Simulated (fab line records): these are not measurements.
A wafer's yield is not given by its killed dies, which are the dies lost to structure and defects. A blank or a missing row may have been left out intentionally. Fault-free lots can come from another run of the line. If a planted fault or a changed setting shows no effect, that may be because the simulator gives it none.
fab line records / flow sky130
record: lots: 14 wafers: 42 last-day: 50
route steps=708 shown VIA1@474 PAD_OPEN@708
lots with no fault: from the same line, run without faults
start-h: the number of hours between the record's first day and the start of the first shown wafer of the lot / wait-h: time in hours since the lot's previous step / " unchanged from the row above / L1.1+2: a row that stands for several wafers / - either no value or no given start / * or withheld: withheld / < > ~ a bound
route shown NAME@n: names a module that has steps shown in the file, with the first one's number in the route / usual: mean and standard deviation over wafers with no fault / same: alike in all rows / chamber/n: place in a boat / sites: the reading at each site / _std_site: their standard deviation / _edge_site: the outer-site mean with the inner-site mean subtracted / radius-mm: how far each site lies from the wafer's centre / mask NAME#n: copy n / behind: the last tool/chamber to shape the wafer / hold: cause of the lot's hold/its duration in hours/its outcome / device: transistor that didn't switch, given as n, p or np / end of line: tests of these same wafers at the route's end / where a step has no rows: the recipe by itself / killed: dies lost to structure and defects at the first sort, not the wafer's yield / map: the dies of a wafer, with x for killed, . for not killed, _ for no die there
set.NAME: the setting that was run; set.NAME@STEP: the one run at that earlier step / model.NAME: the simulator's own value behind a step, which no gauge read
one table for each step of the route and one row for each wafer, over a sample of lots
services: a tool's chamber out of use, with start hour (start-h, from the record's first day; less than 0 if before it), hours out, and reason
== steps ==
step: SKY_VIA1_STRIP_16
recipe: chemistry: O2/N2 power-w: 1400 pressure-mtorr: 1500 platen-temp-c: withheld o2-flow-sccm: 3000 n2-flow-sccm: 300 overash-fraction: 0.5
usual: drypump-motor-current-A: 5.8/0.65 o2-flow-sccm: 3000/8.6 oes-product-au: 0.415/0.0047 strip-time-to-endpoint-s: 4.457/0.024
lot.wafer=L621.4 tool=plasma-asher-01 chamber=1 start-h=789.46 wait-h=0.0 drypump-motor-current-A=6.0 o2-flow-sccm=3002 oes-product-au=0.419 rf-hours-counter-h=- strip-time-to-endpoint-s=4.450
lot.wafer=L621.5 tool=plasma-asher-01 chamber=1 start-h=789.46 wait-h=0.0 drypump-motor-current-A=6.0 o2-flow-sccm=3006 oes-product-au=0.415 rf-hours-counter-h=- strip-time-to-endpoint-s=4.442
lot.wafer=L621.6 tool=plasma-asher-01 chamber=0 start-h=789.46 wait-h=0.0 drypump-motor-current-A=6.6 o2-flow-sccm=2999 oes-product-au=0.413 rf-hours-counter-h=- strip-time-to-endpoint-s=4.425
lot.wafer=L623.1 tool=plasma-asher-04 chamber=1 start-h=803.39 wait-h=0.0 drypump-motor-current-A=5.3 o2-flow-sccm=2994 oes-product-au=0.418 rf-hours-counter-h=98 strip-time-to-endpoint-s=4.467
lot.wafer=L623.5 tool=plasma-asher-04 chamber=1 start-h=803.39 wait-h=0.0 drypump-motor-current-A=5.3 o2-flow-sccm=2992 oes-product-au=0.423 rf-hours-counter-h=- strip-time-to-endpoint-s=4.481
lot.wafer=L623.6 tool=plasma-asher-04 chamber=0 start-h=803.39 wait-h=0.0 drypump-motor-current-A=5.0 o2-flow-sccm=2982 oes-product-au=0.414 rf-hours-counter-h=- strip-time-to-endpoint-s=4.465
lot.wafer=L624.1 tool=plasma-asher-04 chamber=1 start-h=816.06 wait-h=0.0 drypump-motor-current-A=5.3 o2-flow-sccm=3009 oes-product-au=0.417 rf-hours-counter-h=99 strip-time-to-endpoint-s=4.443
lot.wafer=L624.3 tool=plasma-asher-04 chamber=1 start-h=816.06 wait-h=0.0 drypump-motor-current-A=5.3 o2-flow-sccm=3014 oes-product-au=0.421 rf-hours-counter-h=- strip-time-to-endpoint-s=4.469
lot.wafer=L624.5 tool=plasma-asher-04 chamber=0 start-h=816.06 wait-h=0.0 drypump-motor-current-A=5.0 o2-flow-sccm=3007 oes-product-au=0.419 rf-hours-counter-h=- strip-time-to-endpoint-s=4.455
lot.wafer=L625.2 tool=plasma-asher-03 chamber=1 start-h=819.37 wait-h=0.0 drypump-motor-current-A=5.9 o2-flow-sccm=3004 oes-product-au=0.411 rf-hours-counter-h=66 strip-time-to-endpoint-s=4.497
lot.wafer=L625.4 tool=plasma-asher-03 chamber=1 start-h=819.37 wait-h=0.0 drypump-motor-current-A=5.9 o2-flow-sccm=3006 oes-product-au=0.415 rf-hours-counter-h=- strip-time-to-endpoint-s=4.443
lot.wafer=L625.5 tool=plasma-asher-03 chamber=1 start-h=819.37 wait-h=0.0 drypump-motor-current-A=5.9 o2-flow-sccm=3004 oes-product-au=0.420 rf-hours-counter-h=- strip-time-to-endpoint-s=4.487
lot.wafer=L627.1 tool=plasma-asher-03 chamber=1 start-h=842.81 wait-h=0.0 drypump-motor-current-A=5.9 o2-flow-sccm=3013 oes-product-au=0.405 rf-hours-counter-h=68 strip-time-to-endpoint-s=4.500
lot.wafer=L627.3 tool=plasma-asher-03 chamber=0 start-h=842.81 wait-h=0.0 drypump-motor-current-A=6.7 o2-flow-sccm=2996 oes-product-au=0.416 rf-hours-counter-h=- strip-time-to-endpoint-s=4.486
lot.wafer=L627.5 tool=plasma-asher-03 chamber=0 start-h=842.81 wait-h=0.0 drypump-motor-current-A=6.6 o2-flow-sccm=2990 oes-product-au=0.413 rf-hours-counter-h=- strip-time-to-endpoint-s=4.470
lot.wafer=L632.2 tool=plasma-asher-04 chamber=0 start-h=877.87 wait-h=0.0 drypump-motor-current-A=5.0 o2-flow-sccm=3005 oes-product-au=0.414 rf-hours-counter-h=105 strip-time-to-endpoint-s=4.438
lot.wafer=L632.3 tool=plasma-asher-04 chamber=0 start-h=877.87 wait-h=0.0 drypump-motor-current-A=5.0 o2-flow-sccm=3003 oes-product-au=0.416 rf-hours-counter-h=- strip-time-to-endpoint-s=4.428
lot.wafer=L632.4 tool=plasma-asher-04 chamber=1 start-h=877.87 wait-h=0.0 drypump-motor-current-A=5.3 o2-flow-sccm=3597 oes-product-au=0.423 rf-hours-counter-h=- strip-time-to-endpoint-s=4.382
lot.wafer=L633.2 tool=plasma-asher-04 chamber=0 start-h=881.27 wait-h=0.0 drypump-motor-current-A=5.0 o2-flow-sccm=2992 oes-product-au=0.422 rf-hours-counter-h=106 strip-time-to-endpoint-s=4.473
lot.wafer=L633.3 tool=plasma-asher-04 chamber=1 start-h=881.27 wait-h=0.0 drypump-motor-current-A=5.3 o2-flow-sccm=3605 oes-product-au=0.418 rf-hours-counter-h=- strip-time-to-endpoint-s=4.413
lot.wafer=L633.4 tool=plasma-asher-04 chamber=0 start-h=881.27 wait-h=0.0 drypump-motor-current-A=5.0 o2-flow-sccm=3008 oes-product-au=0.415 rf-hours-counter-h=- strip-time-to-endpoint-s=4.461
lot.wafer=L636.2 tool=plasma-asher-03 chamber=0 start-h=908.64 wait-h=0.0 drypump-motor-current-A=6.7 o2-flow-sccm=3003 oes-product-au=0.417 rf-hours-counter-h=74 strip-time-to-endpoint-s=4.449
lot.wafer=L636.4 tool=plasma-asher-03 chamber=1 start-h=908.64 wait-h=0.0 drypump-motor-current-A=5.9 o2-flow-sccm=3000 oes-product-au=0.414 rf-hours-counter-h=- strip-time-to-endpoint-s=4.405
lot.wafer=L636.6 tool=plasma-asher-03 chamber=1 start-h=908.64 wait-h=0.0 drypump-motor-current-A=5.9 o2-flow-sccm=3002 oes-product-au=0.410 rf-hours-counter-h=- strip-time-to-endpoint-s=4.458
lot.wafer=L637.1 tool=plasma-asher-03 chamber=1 start-h=915.38 wait-h=0.0 drypump-motor-current-A=5.9 o2-flow-sccm=2988 oes-product-au=0.415 rf-hours-counter-h=75 strip-time-to-endpoint-s=4.463
lot.wafer=L637.2 tool=plasma-asher-03 chamber=0 start-h=915.38 wait-h=0.0 drypump-motor-current-A=6.7 o2-flow-sccm=2998 oes-product-au=0.412 rf-hours-counter-h=75 strip-time-to-endpoint-s=4.460
lot.wafer=L637.5 tool=plasma-asher-03 chamber=1 start-h=915.38 wait-h=0.0 drypump-motor-current-A=5.9 o2-flow-sccm=3004 oes-product-au=0.415 rf-hours-counter-h=- strip-time-to-endpoint-s=4.442
lot.wafer=L639.1 tool=plasma-asher-03 chamber=0 start-h=926.69 wait-h=0.0 drypump-motor-current-A=6.7 o2-flow-sccm=2998 oes-product-au=0.416 rf-hours-counter-h=76 strip-time-to-endpoint-s=4.446
lot.wafer=L639.5 tool=plasma-asher-03 chamber=1 start-h=926.69 wait-h=0.0 drypump-motor-current-A=5.9 o2-flow-sccm=2992 oes-product-au=0.416 rf-hours-counter-h=- strip-time-to-endpoint-s=4.472
lot.wafer=L639.6 tool=plasma-asher-03 chamber=0 start-h=926.69 wait-h=0.0 drypump-motor-current-A=6.7 o2-flow-sccm=2998 oes-product-au=0.414 rf-hours-counter-h=- strip-time-to-endpoint-s=4.477
lot.wafer=L640.2 tool=plasma-asher-03 chamber=1 start-h=931.63 wait-h=0.0 drypump-motor-current-A=5.9 o2-flow-sccm=3007 oes-product-au=0.406 rf-hours-counter-h=77 strip-time-to-endpoint-s=4.445
lot.wafer=L640.4 tool=plasma-asher-03 chamber=0 start-h=931.63 wait-h=0.0 drypump-motor-current-A=6.7 o2-flow-sccm=3007 oes-product-au=0.417 rf-hours-counter-h=- strip-time-to-endpoint-s=4.476
lot.wafer=L640.5 tool=plasma-asher-03 chamber=0 start-h=931.63 wait-h=0.0 drypump-motor-current-A=6.7 o2-flow-sccm=3021 oes-product-au=0.424 rf-hours-counter-h=- strip-time-to-endpoint-s=4.444
lot.wafer=L642.4 tool=plasma-asher-04 chamber=1 start-h=950.24 wait-h=0.1 drypump-motor-current-A=5.3 o2-flow-sccm=2990 oes-product-au=0.416 rf-hours-counter-h=- strip-time-to-endpoint-s=4.452
lot.wafer=L642.5 tool=plasma-asher-04 chamber=0 start-h=950.24 wait-h=0.1 drypump-motor-current-A=5.0 o2-flow-sccm=2997 oes-product-au=0.411 rf-hours-counter-h=- strip-time-to-endpoint-s=4.456
lot.wafer=L642.6 tool=plasma-asher-04 chamber=1 start-h=950.24 wait-h=0.1 drypump-motor-current-A=5.3 o2-flow-sccm=3001 oes-product-au=0.420 rf-hours-counter-h=- strip-time-to-endpoint-s=4.440
lot.wafer=L643.1 tool=plasma-asher-04 chamber=0 start-h=956.44 wait-h=0.0 drypump-motor-current-A=5.0 o2-flow-sccm=3015 oes-product-au=0.415 rf-hours-counter-h=113 strip-time-to-endpoint-s=4.436
lot.wafer=L643.4 tool=plasma-asher-04 chamber=1 start-h=956.44 wait-h=0.0 drypump-motor-current-A=5.3 o2-flow-sccm=3005 oes-product-au=0.417 rf-hours-counter-h=- strip-time-to-endpoint-s=4.457
lot.wafer=L643.6 tool=plasma-asher-04 chamber=0 start-h=956.44 wait-h=0.0 drypump-motor-current-A=5.0 o2-flow-sccm=3010 oes-product-au=0.406 rf-hours-counter-h=- strip-time-to-endpoint-s=4.457
lot.wafer=L644.1 tool=plasma-asher-04 chamber=1 start-h=958.71 wait-h=0.0 drypump-motor-current-A=5.3 o2-flow-sccm=2999 oes-product-au=0.423 rf-hours-counter-h=113 strip-time-to-endpoint-s=4.493
lot.wafer=L644.4 tool=plasma-asher-04 chamber=0 start-h=958.71 wait-h=0.0 drypump-motor-current-A=5.0 o2-flow-sccm=2998 oes-product-au=0.418 rf-hours-counter-h=- strip-time-to-endpoint-s=4.469
lot.wafer=L644.6 tool=plasma-asher-04 chamber=0 start-h=958.71 wait-h=0.0 drypump-motor-current-A=4.9 o2-flow-sccm=2999 oes-product-au=0.416 rf-hours-counter-h=- strip-time-to-endpoint-s=4.447
step: SKY_PAD_OPEN_PROBE_99
usual: defect-limited-yield: 82.8/2 killed_at_M0_to_M3: 42/7.3 killed_at_M4_up: 3.2/1.8 killed-at-contacts: 25/5.2 killed-at-front-end: 15/4.6 killed-at-other: 0.3/0.62 killed-dies: 85/9.9 killed-open: 46/7.1 killed-short: 38/5.7 sort_bin_3_pad_short: 0.9/0.42 sort_bin_5_function: 10.0/1.5 sort_bin_6_memory: 6.3/1.2 sort-n-pass: 407/9.9 sort-yield-pct: 82.8/2
same: gross-dies: 492 killed-at-back-side: 0 sort_bin_4_leakage[%]: 0 sort_bin_8_speed[%]: 0
lot.wafer=L637.1 tool=prober-02 chamber=- start-h=1168.72 wait-h=0.1 defect-limited-yield[%]=86.0 killed_at_M0_to_M3=42 killed_at_M4_up=1 killed-at-contacts=12 killed-at-front-end=14 killed-at-other=0 killed-dies=69 killed-open=40 killed-short=29 sort_bin_3_pad_short[%]=0.2 sort_bin_5_function[%]=10.0 sort_bin_6_memory[%]=3.9 sort-n-pass=423 sort-yield-pct[%]=86.0
lot.wafer=L637.2 tool=prober-02 chamber=- start-h=1168.77 wait-h=0.1 defect-limited-yield[%]=81.7 killed_at_M0_to_M3=46 killed_at_M4_up=4 killed-at-contacts=27 killed-at-front-end=13 killed-at-other=0 killed-dies=90 killed-open=55 killed-short=35 sort_bin_3_pad_short[%]=1.0 sort_bin_5_function[%]=11.8 sort_bin_6_memory[%]=5.5 sort-n-pass=402 sort-yield-pct[%]=81.7
lot.wafer=L637.5 tool=prober-02 chamber=- start-h=1168.92 wait-h=0.2 defect-limited-yield[%]=81.5 killed_at_M0_to_M3=44 killed_at_M4_up=4 killed-at-contacts=27 killed-at-front-end=16 killed-at-other=0 killed-dies=91 killed-open=51 killed-short=40 sort_bin_3_pad_short[%]=1.2 sort_bin_5_function[%]=10.4 sort_bin_6_memory[%]=6.9 sort-n-pass=401 sort-yield-pct[%]=81.5
killed by level:class
L637.1 VIA1:geometric-particle:open=13 FIELD_ISO:geometric-particle:short=6 VIA3:geometric-particle:open=6 CONTACT:geometric-particle:open=5 METAL1:geometric-particle:short=5 VIA3:geometric-particle:short=5 FIELD_ISO:geometric-particle:open=4 VIA2:geometric-particle:open=4
L637.2 CONTACT:geometric-particle:open=13 VIA1:geometric-particle:open=10 VIA3:geometric-particle:open=9 METAL1:geometric-particle:short=7 LI_CONTACT:geometric-particle:open=5 LOCAL_INTERCONNECT:geometric-particle:short=4 CONTACT:geometric-particle:short=4 VIA2:geometric-particle:open=4
L637.5 CONTACT:geometric-particle:open=12 VIA1:geometric-particle:open=9 CONTACT:geometric-particle:short=8 VIA3:geometric-particle:open=8 FIELD_ISO:geometric-particle:open=7 VIA2:geometric-particle:open=7 METAL1:geometric-particle:short=6 METAL2:geometric-particle:short=5
== services ==
tool=plasma-asher-01 chamber=- start-h=882.03 hours=5.1 kind=repair
tool=plasma-asher-04 chamber=- start-h=939.21 hours=2.8 kind=pm
== key ==
first-sign: step: SKY_VIA1_STRIP_16 reading: o2-flow-sccm direction: up sigmas: 70 usual: 3000 struck: 3601
effect none on later readings
met-at SKY_VIA1_STRIP_16
struck-lots L632,L633
struck-wafers L632.4,L633.3
onset-between 816.06 877.87
fault: kind: process-parameter-drift tool: plasma-asher-04 chamber: 1 onset-h: 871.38 steps: SKY_VIA1_STRIP_16 channel: o2-flow-sccm offset: 600 shape: step end-h: 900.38 acts-in: these-recipes-only stated: 3000
